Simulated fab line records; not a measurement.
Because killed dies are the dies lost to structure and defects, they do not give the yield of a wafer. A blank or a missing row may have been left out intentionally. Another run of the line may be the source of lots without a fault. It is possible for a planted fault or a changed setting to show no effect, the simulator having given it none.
fab line records -- flow gf180mcu -- part 1 of 2: steps 1 to 30 of 40
record lots=5, wafers=15, last_day=34
route steps=602 shown HV_LDD@228 NSD@235 PSD@248 SAB@264
lots untouched by any fault: they come from a run of this same line in which no faults occurred
start_h: the number of hours between the record's first day and the start of the first shown wafer of the lot -- wait_h: how many hours have passed since the lot's step before this one -- " as in the row above -- L1.1+2: a row that stands for several wafers -- - no value present, or no start provided -- * or withheld: withheld -- < > ~ a bound
route shown NAME@n: NAME is a module with steps in the file, n the number in the route of the first one -- usual: mean/standard deviation of fault-free wafers -- same: alike in all rows -- chamber/n: place in a boat -- sites: each site's reading -- _std_site: the standard deviation of these -- _edge_site: the outer-site mean with the inner-site mean subtracted -- radius_mm: for every site, how far away it sits from the centre of the wafer -- mask NAME#n: copy n -- behind: the last tool/chamber to shape the wafer -- hold: why the lot was held/for how many hours/how that ended -- device: the n, p or np transistor that did not switch -- end of line: the route-end tests of the same wafers -- a step without rows: its recipe alone -- killed: not the wafer's yield, but the dies lost to structure and defects at the first sort -- map: shows each die of a wafer: x if killed, . if not, _ if none is there
set.NAME: the run value of the setting; set.NAME@STEP: its run value at that earlier step -- model.NAME: the simulator's own value behind a step, which no gauge read
a table for each step, a row for each wafer; lots at some steps of the route
services: the hour from which a tool's chamber was out of use, counted from the record's first day as start_h (under 0 if before that day), plus the number of hours and why
## steps
# step GF_HV_LDD_RTA_52
# recipe temp_c=1000, time_s=10, ambient=N2
# usual anneal_temp_c_max=1003.4/0.99, lamp_power_pct=32.6/1.7, wafer_temp_C_max=1003.1/0.74
lot.wafer,tool,chamber,start_h,wait_h,anneal_temp_c_max,lamp_power_pct,wafer_temp_C_max
L077.2,rtp_anneal-02,0,308.90,0.0,1002.3,34.0,1003.1
L077.3,rtp_anneal-02,0,308.90,0.0,1004.1,34.0,1001.9
L077.6,rtp_anneal-02,0,308.90,0.0,1003.5,34.0,1003.3
L078.1,rtp_anneal-02,0,313.76,0.0,1003.1,34.0,1002.9
L078.3,rtp_anneal-02,0,313.76,0.0,1002.8,34.0,1002.2
L078.5,rtp_anneal-02,0,313.76,0.0,1002.6,34.0,1003.3
L086.2,rtp_anneal-02,0,378.50,0.0,1002.9,34.0,1002.3
L086.4,rtp_anneal-02,0,378.50,0.0,1002.6,34.0,1002.4
L086.6,rtp_anneal-02,0,378.50,0.0,1003.5,34.0,1002.7
L093.1,rtp_anneal-01,0,431.61,0.0,1003.8,30.6,1003.4
L093.3,rtp_anneal-01,0,431.61,0.0,1004.6,30.6,1003.4
L093.4,rtp_anneal-01,0,431.61,0.0,1003.4,30.6,1002.8
L094.2,rtp_anneal-01,0,439.65,0.0,1003.7,30.6,1002.8
L094.3,rtp_anneal-01,0,439.65,0.0,1003.8,30.6,1004.0
L094.6,rtp_anneal-01,0,439.65,0.0,1003.7,30.6,1004.6
# step GF_HV_LDD_RS_MEAS_53
# recipe thk_meas_gauge=four-point-probe
# usual HV_LDD_RS=418.9/0.81
lot.wafer,tool,chamber,start_h,wait_h,HV_LDD_RS[ohm/sq]
L077.2,film_metro-02,-,308.98,0.1,420.0
L077.3,film_metro-02,-,308.98,0.1,419.3
L077.6,film_metro-02,-,308.98,0.1,419.1
L078.1,film_metro-01,-,313.82,0.1,418.7
L078.3,film_metro-01,-,313.82,0.1,419.1
L078.5,film_metro-01,-,313.82,0.1,417.9
L086.2,film_metro-01,-,378.57,0.1,418.2
L086.4,film_metro-01,-,378.57,0.1,417.2
L086.6,film_metro-01,-,378.57,0.1,418.8
L093.1,film_metro-04,-,431.67,0.1,420.5
L093.3,film_metro-04,-,431.67,0.1,419.3
L093.4,film_metro-04,-,431.67,0.1,419.6
L094.2,film_metro-02,-,439.72,0.1,417.0
L094.3,film_metro-02,-,439.72,0.1,418.8
L094.6,film_metro-02,-,439.72,0.1,418.6
# step GF_HV_LDD_CVD_54
# recipe material=SiO2, target_thk_nm=10, precursor=TEOS, temp_c=680, time_s=75, pressure_mtorr=400
# usual susceptor_temp_C=680.1/0.3, zone_power_bottom_pct=16.1/1.6
lot.wafer,tool,chamber,start_h,wait_h,susceptor_temp_C,zone_power_bottom_pct
L077.2,lpcvd-02,0,309.08,0.1,679.6,14.2
L077.3,lpcvd-02,0,309.08,0.1,679.7,14.4
L077.6,lpcvd-02,0,309.08,0.1,680.0,14.5
L078.1,lpcvd-02,1,314.74,0.9,680.1,18.4
L078.3,lpcvd-02,1,314.74,0.9,680.3,18.5
L078.5,lpcvd-02,1,314.74,0.9,680.3,18.7
L086.2,lpcvd-02,0,378.67,0.1,679.6,14.3
L086.4,lpcvd-02,0,378.67,0.1,680.2,14.6
L086.6,lpcvd-02,0,378.67,0.1,679.7,14.5
L093.1,lpcvd-02,0,432.30,0.6,680.1,14.1
L093.3,lpcvd-02,0,432.30,0.6,679.7,14.4
L093.4,lpcvd-02,0,432.30,0.6,679.7,14.4
L094.2,lpcvd-01,0,439.82,0.1,680.5,15.1
L094.3,lpcvd-01,0,439.82,0.1,680.7,14.9
L094.6,lpcvd-01,0,439.82,0.1,680.5,15.2
# step GF_HV_LDD_THK_MEAS_55
# recipe reads=SiO2_of_HV_LDD_CVD_54
# usual HV_LDD_CVD_54_THK=10.04/0.13
lot.wafer,tool,chamber,start_h,wait_h,HV_LDD_CVD_54_THK[nm]
L077.2,film_metro-02,-,310.62,0.0,10.01
L077.3,film_metro-02,-,310.62,0.0,9.96
L077.6,film_metro-02,-,310.62,0.0,10.07
L078.1,film_metro-01,-,315.76,0.0,9.88
L078.3,film_metro-01,-,315.76,0.0,10.19
L078.5,film_metro-01,-,315.76,0.0,10.00
L086.2,film_metro-02,-,380.22,0.0,10.37
L086.4,film_metro-02,-,380.22,0.0,10.22
L086.6,film_metro-02,-,380.22,0.0,10.30
L093.1,film_metro-04,-,433.32,0.0,10.04
L093.3,film_metro-04,-,433.32,0.0,10.04
L093.4,film_metro-04,-,433.32,0.0,9.99
L094.2,film_metro-01,-,441.36,0.0,10.26
L094.3,film_metro-01,-,441.36,0.0,10.19
L094.6,film_metro-01,-,441.36,0.0,10.15
# step GF_HV_LDD_CVD_56
# recipe material=Si3N4, precursor=DCS/NH3, target_thk_nm=90, temp_c=770, time_s=1543, pressure_mtorr=250
# usual susceptor_temp_C=770.0/0.33, zone_power_bottom_pct=20.4/2
lot.wafer,tool,chamber,start_h,wait_h,susceptor_temp_C,zone_power_bottom_pct
L077.2,lpcvd-01,1,310.70,0.1,770.2,20.5
L077.3,lpcvd-01,1,310.70,0.1,769.9,20.7
L077.6,lpcvd-01,1,310.70,0.1,770.1,20.9
L078.1,lpcvd-01,0,315.82,0.1,770.3,19.0
L078.3,lpcvd-01,0,315.82,0.1,770.2,18.9
L078.5,lpcvd-01,0,315.82,0.1,769.7,19.4
L086.2,lpcvd-01,1,380.27,0.0,770.1,20.9
L086.4,lpcvd-01,1,380.27,0.0,770.5,20.8
L086.6,lpcvd-01,1,380.27,0.0,770.2,20.9
L093.1,lpcvd-01,1,434.55,1.2,769.5,21.0
L093.3,lpcvd-01,1,434.55,1.2,770.6,20.5
L093.4,lpcvd-01,1,434.55,1.2,770.2,20.4
L094.2,lpcvd-02,0,441.41,0.0,770.0,18.6
L094.3,lpcvd-02,0,441.41,0.0,770.0,18.5
L094.6,lpcvd-02,0,441.41,0.0,769.6,18.2
# step GF_HV_LDD_THK_MEAS_57
# recipe reads=Si3N4_of_HV_LDD_CVD_56
# usual HV_LDD_CVD_56_THK=89.8/0.84
lot.wafer,tool,chamber,start_h,wait_h,HV_LDD_CVD_56_THK[nm]
L077.2,film_metro-02,-,312.14,0.0,89.8
L077.3,film_metro-02,-,312.14,0.0,89.3
L077.6,film_metro-02,-,312.14,0.0,89.6
L078.1,film_metro-01,-,317.25,0.0,91.3
L078.3,film_metro-01,-,317.25,0.0,91.0
L078.5,film_metro-01,-,317.25,0.0,90.1
L086.2,film_metro-01,-,381.83,0.1,90.4
L086.4,film_metro-01,-,381.83,0.1,89.9
L086.6,film_metro-01,-,381.83,0.1,89.8
L093.1,film_metro-04,-,436.70,0.0,90.2
L093.3,film_metro-04,-,436.70,0.0,90.4
L093.4,film_metro-04,-,436.70,0.0,90.1
L094.2,film_metro-01,-,442.85,0.0,89.2
L094.3,film_metro-01,-,442.85,0.0,89.1
L094.6,film_metro-01,-,442.85,0.0,89.5
# step GF_HV_LDD_ETCHBACK_58
# recipe chemistry=CH3F/O2, target=Si3N4, stop_on=SiO2, source_w=400, bias_w=80, pressure_mtorr=25, ch3f_flow_sccm=40, O2_flow_sccm=30, time_s=100, target_depth_a=900
# usual bias_w=80.00/0.24, drypump_motor_current_A=5.5/0.37, oes_product_au=0.842/0.0069, throttle_valve_pct=10.560/0.0089
lot.wafer,tool,chamber,start_h,wait_h,bias_w,drypump_motor_current_A,oes_product_au,rf_hours_counter_h,throttle_valve_pct
L077.2,rie_diel-02,3,312.19,0.0,80.17,5.5,0.846,3,10.575
L077.3,rie_diel-02,1,312.19,0.0,79.91,5.6,0.837,51,10.567
L077.6,rie_diel-02,0,312.19,0.0,80.13,5.9,0.844,-,10.553
L078.1,rie_diel-02,3,317.31,0.1,80.55,5.5,0.855,3,10.565
L078.3,rie_diel-02,1,317.31,0.1,79.95,5.6,0.855,51,10.567
L078.5,rie_diel-02,3,317.31,0.1,80.22,5.5,0.847,-,10.557
L086.2,rie_diel-01,3,381.88,0.0,79.78,5.5,0.841,3,10.557
L086.4,rie_diel-01,0,381.88,0.0,80.09,5.6,0.845,12,10.539
L086.6,rie_diel-01,1,381.88,0.0,80.01,5.6,0.849,-,10.556
L093.1,rie_diel-01,2,436.76,0.1,79.97,5.2,0.850,20,10.580
L093.3,rie_diel-01,1,436.76,0.1,80.04,5.6,0.849,1,10.561
L093.4,rie_diel-01,0,436.76,0.1,80.12,5.5,0.841,13,10.557
L094.2,rie_diel-02,3,442.90,0.0,80.11,5.5,0.844,6,10.566
L094.3,rie_diel-02,2,442.90,0.0,79.90,4.9,0.839,39,10.573
L094.6,rie_diel-02,3,442.90,0.0,79.95,5.5,0.838,-,10.557
# step GF_NSD_DEHYDRATE_00
# recipe temp_c=200, time_s=60
lot.wafer,tool,chamber,start_h,wait_h
L077.2+3+6,litho_track-04,0,321.76,9.5
L078.1+3+5,litho_track-02,0,327.17,9.8
L086.2+4+6,litho_track-02,0,392.75,10.8
L093.1+3+4,litho_track-02,0,448.02,11.2
L094.2+3+6,litho_track-02,0,454.95,12.0
# step GF_NSD_HMDS_01
# recipe prime_time_s=60, prime_temp_c=120
lot.wafer,tool,chamber,start_h,wait_h
L077.2+3+6,litho_track-04,0,321.91,0.1
L078.1+3+5,litho_track-02,0,327.32,0.1
L086.2+4+6,litho_track-02,0,392.90,0.1
L093.1+3+4,litho_track-02,0,448.17,0.1
L094.2+3+6,litho_track-02,0,455.10,0.1
# step GF_NSD_COAT_02
# recipe resist=NOVOLAK, spin_rpm=3000, resist_thk_nm=1000
# usual spin_speed_rpm=2999.8/1.6
lot.wafer,tool,chamber,start_h,wait_h,spin_speed_rpm
L077.2,litho_track-04,0,322.06,0.1,2999.1
L077.3,litho_track-04,0,322.06,0.1,2998.6
L077.6,litho_track-04,0,322.06,0.1,2999.1
L078.1,litho_track-02,0,327.47,0.1,3000.5
L078.3,litho_track-02,0,327.47,0.1,2999.6
L078.5,litho_track-02,0,327.47,0.1,3000.5
L086.2,litho_track-02,0,393.05,0.1,3001.2
L086.4,litho_track-02,0,393.05,0.1,2999.0
L086.6,litho_track-02,0,393.05,0.1,2998.7
L093.1,litho_track-02,0,448.32,0.1,3001.3
L093.3,litho_track-02,0,448.32,0.1,2999.2
L093.4,litho_track-02,0,448.32,0.1,2997.7
L094.2,litho_track-02,0,455.25,0.1,2999.1
L094.3,litho_track-02,0,455.25,0.1,2998.8
L094.6,litho_track-02,0,455.25,0.1,2999.3
# step GF_NSD_SOFTBAKE_03
# recipe temp_c=90, time_s=60, resist=NOVOLAK
lot.wafer,tool,chamber,start_h,wait_h
L077.2+3+6,litho_track-04,0,322.21,0.1
L078.1+3+5,litho_track-02,0,327.62,0.1
L086.2+4+6,litho_track-02,0,393.20,0.1
L093.1+3+4,litho_track-02,0,448.47,0.1
L094.2+3+6,litho_track-02,0,455.40,0.1
# step GF_NSD_EXPOSE_04
# recipe mask_id=Nplus, target_cd_nm=400, na=0.6, source_shape=conventional, sigma_outer=0.6, dose_mj=140
# usual exposure_dose_mJ_cm2=139.98/0.13
lot.wafer,tool,chamber,start_h,wait_h,mask,exposure_dose_mJ_cm2
L077.2,iline_stepper-02,0,-,-,Nplus#0,139.89
L077.3,iline_stepper-02,0,-,-,Nplus#0,139.68
L077.6,iline_stepper-02,0,-,-,Nplus#0,139.95
L078.1,iline_stepper-02,0,-,-,Nplus#0,140.02
L078.3,iline_stepper-02,0,-,-,Nplus#0,139.86
L078.5,iline_stepper-02,0,-,-,Nplus#0,140.09
L086.2,iline_stepper-01,0,-,-,Nplus#0,140.05
L086.4,iline_stepper-01,0,-,-,Nplus#0,140.08
L086.6,iline_stepper-01,0,-,-,Nplus#0,140.00
L093.1,iline_stepper-01,0,-,-,Nplus#0,140.12
L093.3,iline_stepper-01,0,-,-,Nplus#0,140.16
L093.4,iline_stepper-01,0,-,-,Nplus#0,140.02
L094.2,iline_stepper-02,0,-,-,Nplus#0,140.04
L094.3,iline_stepper-02,0,-,-,Nplus#0,140.01
L094.6,iline_stepper-02,0,-,-,Nplus#0,139.94
# step GF_NSD_PEB_05
# recipe temp_c=withheld, time_s=*, resist=NOVOLAK
lot.wafer,tool,chamber,start_h,wait_h
L077.2+3+6,litho_track-01,0,-,-
L078.1+3+5,litho_track-04,0,-,-
L086.2+4+6,litho_track-01,0,-,-
L093.1+3+4,litho_track-04,0,-,-
L094.2+3+6,litho_track-01,0,-,-
# step GF_NSD_DEVELOP_06
# recipe develop_time_s=60, dev_temp_c=23
lot.wafer,tool,chamber,start_h,wait_h
L077.2+3+6,litho_track-01,0,332.97,0.1
L078.1+3+5,litho_track-04,0,338.43,0.1
L086.2+4+6,litho_track-01,0,405.01,0.1
L093.1+3+4,litho_track-04,0,460.93,0.1
L094.2+3+6,litho_track-01,0,467.26,0.1
# step GF_NSD_CD_MEAS_07
# recipe target_cd_nm=400
# usual cd_nm=399.6/2.4
lot.wafer,tool,chamber,start_h,wait_h,cd_nm
L077.2,cd_sem-02,-,333.17,0.2,396.8
L077.3,cd_sem-02,-,333.17,0.2,395.5
L077.6,cd_sem-02,-,333.17,0.2,397.7
L078.1,cd_sem-01,-,338.58,0.1,400.9
L078.3,cd_sem-01,-,338.58,0.1,401.1
L078.5,cd_sem-01,-,338.58,0.1,399.5
L086.2,cd_sem-02,-,405.16,0.1,400.2
L086.4,cd_sem-02,-,405.16,0.1,400.2
L086.6,cd_sem-02,-,405.16,0.1,401.3
L093.1,cd_sem-01,-,461.08,0.1,396.1
L093.3,cd_sem-01,-,461.08,0.1,397.1
L093.4,cd_sem-01,-,461.08,0.1,394.6
L094.2,cd_sem-02,-,467.41,0.1,402.2
L094.3,cd_sem-02,-,467.41,0.1,400.0
L094.6,cd_sem-02,-,467.41,0.1,401.2
# step GF_NSD_OVL_MEAS_08
# usual NSD_OVL=-0.2/1.4
lot.wafer,tool,chamber,start_h,wait_h,NSD_OVL[nm]
L077.2,overlay-02,-,333.28,0.1,-1.0
L077.3,overlay-02,-,333.28,0.1,0.5
L077.6,overlay-02,-,333.28,0.1,-1.2
L078.1,overlay-02,-,338.70,0.1,0.3
L078.3,overlay-02,-,338.70,0.1,0.7
L078.5,overlay-02,-,338.70,0.1,0.8
L086.2,overlay-02,-,405.27,0.1,0.5
L086.4,overlay-02,-,405.27,0.1,-0.8
L086.6,overlay-02,-,405.27,0.1,-1.9
L093.1,overlay-02,-,461.20,0.1,-0.5
L093.3,overlay-02,-,461.20,0.1,0.7
L093.4,overlay-02,-,461.20,0.1,0.3
L094.2,overlay-02,-,467.51,0.1,1.0
L094.3,overlay-02,-,467.51,0.1,2.2
L094.6,overlay-02,-,467.51,0.1,1.1
# step GF_NSD_IMPLANT_09
# recipe species=As, energy_kev=60, dose_cm2=4e+15, tilt_deg=7
# same implant_ion_amu=75
lot.wafer,tool,chamber,start_h,wait_h
L077.2+3+6,implanter-03,0,333.33,0.0
L078.1+3+5,implanter-04,0,338.74,0.0
L086.2+4+6,implanter-01,0,405.32,0.0
L093.1+3+4,implanter-04,0,461.24,0.0
L094.2+3+6,implanter-04,0,467.57,0.0
# step GF_NSD_IMPLANT_10
# recipe species=P, energy_kev=40, dose_cm2=5e+14, tilt_deg=7
# same implant_ion_amu=31
lot.wafer,tool,chamber,start_h,wait_h
L077.2+3+6,implanter-03,0,333.48,0.1
L078.1+3+5,implanter-04,0,338.89,0.1
L086.2+4+6,implanter-01,0,405.47,0.1
L093.1+3+4,implanter-04,0,461.39,0.1
L094.2+3+6,implanter-04,0,467.72,0.1
# step GF_NSD_STRIP_11
# recipe chemistry=O2/N2, power_w=1400, pressure_mtorr=1500, platen_temp_c=250, o2_flow_sccm=3000, n2_flow_sccm=300, overash_fraction=0.5
# usual drypump_motor_current_A=5.9/0.32, heater_power_w=319/24, oes_product_au=0.486/0.004, strip_time_to_endpoint_s=22.97/0.039
lot.wafer,tool,chamber,start_h,wait_h,drypump_motor_current_A,heater_power_w,oes_product_au,rf_hours_counter_h,strip_time_to_endpoint_s
L077.2,plasma_asher-04,0,333.61,0.1,5.8,332,0.483,67,23.03
L077.3,plasma_asher-04,0,333.61,0.1,5.8,324,0.486,-,22.98
L077.6,plasma_asher-04,0,333.61,0.1,5.8,322,0.488,-,23.03
L078.1,plasma_asher-02,1,339.04,0.1,5.7,357,0.492,69,22.97
L078.3,plasma_asher-02,0,339.04,0.1,6.5,307,0.487,-,22.96
L078.5,plasma_asher-02,0,339.04,0.1,6.5,309,0.490,-,22.98
L086.2,plasma_asher-04,0,405.60,0.1,5.8,333,0.489,75,22.96
L086.4,plasma_asher-04,0,405.60,0.1,5.8,324,0.489,-,22.95
L086.6,plasma_asher-04,1,405.60,0.1,5.9,343,0.491,-,22.97
L093.1,plasma_asher-04,1,461.54,0.1,5.9,343,0.488,81,22.96
L093.3,plasma_asher-04,0,461.54,0.1,5.8,315,0.484,-,22.97
L093.4,plasma_asher-04,1,461.54,0.1,5.9,341,0.481,-,23.00
L094.2,plasma_asher-04,0,467.84,0.1,5.8,322,0.483,82,22.95
L094.3,plasma_asher-04,0,467.84,0.1,5.8,326,0.492,-,23.02
L094.6,plasma_asher-04,0,467.84,0.1,5.8,323,0.493,-,22.97
# step GF_NSD_TW_MEAS_12
# usual NSD_TW=4218/42
lot.wafer,tool,chamber,start_h,wait_h,NSD_TW
L077.2,film_metro-03,-,333.72,0.1,4291
L077.3,film_metro-03,-,333.72,0.1,4284
L077.6,film_metro-03,-,333.72,0.1,4302
L078.1,film_metro-01,-,339.14,0.1,4219
L078.3,film_metro-01,-,339.14,0.1,4205
L078.5,film_metro-01,-,339.14,0.1,4194
L086.2,film_metro-04,-,405.71,0.1,4152
L086.4,film_metro-04,-,405.71,0.1,4155
L086.6,film_metro-04,-,405.71,0.1,4150
L093.1,film_metro-03,-,461.64,0.1,4227
L093.3,film_metro-03,-,461.64,0.1,4244
L093.4,film_metro-03,-,461.64,0.1,4221
L094.2,film_metro-03,-,467.95,0.1,4236
L094.3,film_metro-03,-,467.95,0.1,4207
L094.6,film_metro-03,-,467.95,0.1,4247
# step GF_PSD_DEHYDRATE_00
# recipe temp_c=200, time_s=60
lot.wafer,tool,chamber,start_h,wait_h
L077.2+3+6,litho_track-04,0,343.51,9.8
L078.1+3+5,litho_track-04,0,348.98,9.8
L086.2+4+6,litho_track-03,0,416.71,11.0
L093.1+3+4,litho_track-04,0,472.58,10.9
L094.2+3+6,litho_track-03,0,479.36,11.4
# step GF_PSD_HMDS_01
# recipe prime_time_s=60, prime_temp_c=120
lot.wafer,tool,chamber,start_h,wait_h
L077.2+3+6,litho_track-04,0,343.66,0.1
L078.1+3+5,litho_track-04,0,349.13,0.1
L086.2+4+6,litho_track-03,0,416.86,0.1
L093.1+3+4,litho_track-04,0,472.73,0.1
L094.2+3+6,litho_track-03,0,479.51,0.1
# step GF_PSD_COAT_02
# recipe resist=NOVOLAK, spin_rpm=3000, resist_thk_nm=1000
# usual spin_speed_rpm=3000.1/1.8
lot.wafer,tool,chamber,start_h,wait_h,spin_speed_rpm
L077.2,litho_track-04,0,343.81,0.1,3000.1
L077.3,litho_track-04,0,343.81,0.1,3000.3
L077.6,litho_track-04,0,343.81,0.1,2999.7
L078.1,litho_track-04,0,349.28,0.1,2999.7
L078.3,litho_track-04,0,349.28,0.1,3000.1
L078.5,litho_track-04,0,349.28,0.1,3000.5
L086.2,litho_track-03,0,417.01,0.1,3001.5
L086.4,litho_track-03,0,417.01,0.1,2999.0
L086.6,litho_track-03,0,417.01,0.1,2998.5
L093.1,litho_track-04,0,472.88,0.1,3001.5
L093.3,litho_track-04,0,472.88,0.1,3001.3
L093.4,litho_track-04,0,472.88,0.1,3000.3
L094.2,litho_track-03,0,479.66,0.1,2997.7
L094.3,litho_track-03,0,479.66,0.1,2998.0
L094.6,litho_track-03,0,479.66,0.1,2999.1
# step GF_PSD_SOFTBAKE_03
# recipe temp_c=90, time_s=60, resist=NOVOLAK
lot.wafer,tool,chamber,start_h,wait_h
L077.2+3+6,litho_track-04,0,343.96,0.1
L078.1+3+5,litho_track-04,0,349.43,0.1
L086.2+4+6,litho_track-03,0,417.16,0.1
L093.1+3+4,litho_track-04,0,473.03,0.1
L094.2+3+6,litho_track-03,0,479.81,0.1
# step GF_PSD_EXPOSE_04
# recipe mask_id=Pplus, target_cd_nm=400, na=0.6, source_shape=conventional, sigma_outer=0.6, dose_mj=140
# usual exposure_dose_mJ_cm2=139.98/0.14
lot.wafer,tool,chamber,start_h,wait_h,mask,exposure_dose_mJ_cm2
L077.2,iline_stepper-01,0,-,-,Pplus#0,139.98
L077.3,iline_stepper-01,0,-,-,Pplus#0,139.97
L077.6,iline_stepper-01,0,-,-,Pplus#0,140.08
L078.1,iline_stepper-01,0,-,-,Pplus#0,139.84
L078.3,iline_stepper-01,0,-,-,Pplus#0,139.98
L078.5,iline_stepper-01,0,-,-,Pplus#0,139.93
L086.2,iline_stepper-01,0,-,-,Pplus#0,140.29
L086.4,iline_stepper-01,0,-,-,Pplus#0,140.24
L086.6,iline_stepper-01,0,-,-,Pplus#0,140.29
L093.1,iline_stepper-01,0,-,-,Pplus#0,139.88
L093.3,iline_stepper-01,0,-,-,Pplus#0,139.93
L093.4,iline_stepper-01,0,-,-,Pplus#0,139.93
L094.2,iline_stepper-02,0,-,-,Pplus#0,139.81
L094.3,iline_stepper-02,0,-,-,Pplus#0,140.00
L094.6,iline_stepper-02,0,-,-,Pplus#0,139.81
# step GF_PSD_PEB_05
# recipe temp_c=withheld, time_s=*, resist=NOVOLAK
lot.wafer,tool,chamber,start_h,wait_h
L077.2+3+6,litho_track-04,0,-,-
L078.1+3+5,litho_track-03,0,-,-
L086.2+4+6,litho_track-03,0,-,-
L093.1+3+4,litho_track-03,0,-,-
L094.2+3+6,litho_track-04,0,-,-
# step GF_PSD_DEVELOP_06
# recipe develop_time_s=60, dev_temp_c=23
lot.wafer,tool,chamber,start_h,wait_h
L077.2+3+6,litho_track-04,0,354.91,0.1
L078.1+3+5,litho_track-03,0,359.94,0.1
L086.2+4+6,litho_track-03,0,429.26,0.1
L093.1+3+4,litho_track-03,0,485.29,0.1
L094.2+3+6,litho_track-04,0,492.21,0.1
# step GF_PSD_CD_MEAS_07
# recipe target_cd_nm=400
# usual cd_nm=400.4/2.2
lot.wafer,tool,chamber,start_h,wait_h,cd_nm
L077.2,cd_sem-02,-,355.05,0.1,401.2
L077.3,cd_sem-02,-,355.05,0.1,402.3
L077.6,cd_sem-02,-,355.05,0.1,403.7
L078.1,cd_sem-02,-,360.16,0.2,398.0
L078.3,cd_sem-02,-,360.16,0.2,398.4
L078.5,cd_sem-02,-,360.16,0.2,397.2
L086.2,cd_sem-01,-,429.41,0.1,399.2
L086.4,cd_sem-01,-,429.41,0.1,398.0
L086.6,cd_sem-01,-,429.41,0.1,399.5
L093.1,cd_sem-02,-,485.44,0.1,399.7
L093.3,cd_sem-02,-,485.44,0.1,399.0
L093.4,cd_sem-02,-,485.44,0.1,400.3
L094.2,cd_sem-02,-,492.35,0.1,404.8
L094.3,cd_sem-02,-,492.35,0.1,405.7
L094.6,cd_sem-02,-,492.35,0.1,403.3
# step GF_PSD_OVL_MEAS_08
# usual PSD_OVL=-0.3/1.2
lot.wafer,tool,chamber,start_h,wait_h,PSD_OVL[nm]
L077.2,overlay-02,-,355.16,0.1,-1.3
L077.3,overlay-02,-,355.16,0.1,0.5
L077.6,overlay-02,-,355.16,0.1,-2.1
L078.1,overlay-02,-,360.28,0.1,1.0
L078.3,overlay-02,-,360.28,0.1,-0.6
L078.5,overlay-02,-,360.28,0.1,0.4
L086.2,overlay-02,-,429.51,0.1,1.9
L086.4,overlay-02,-,429.51,0.1,-0.6
L086.6,overlay-02,-,429.51,0.1,2.2
L093.1,overlay-01,-,485.56,0.1,-0.9
L093.3,overlay-01,-,485.56,0.1,-1.3
L093.4,overlay-01,-,485.56,0.1,0.2
L094.2,overlay-01,-,492.46,0.1,0.5
L094.3,overlay-01,-,492.46,0.1,1.3
L094.6,overlay-01,-,492.46,0.1,0.3
# step GF_PSD_IMPLANT_09
# recipe species=BF2, energy_kev=40, dose_cm2=1.457e+15, tilt_deg=7
# same implant_ion_amu=49
lot.wafer,tool,chamber,start_h,wait_h
L077.2+3+6,implanter-01,0,355.21,0.0
L078.1+3+5,implanter-01,0,360.32,0.0
L086.2+4+6,implanter-02,0,429.57,0.0
L093.1+3+4,implanter-04,0,485.59,0.0
L094.2+3+6,implanter-02,0,492.51,0.0
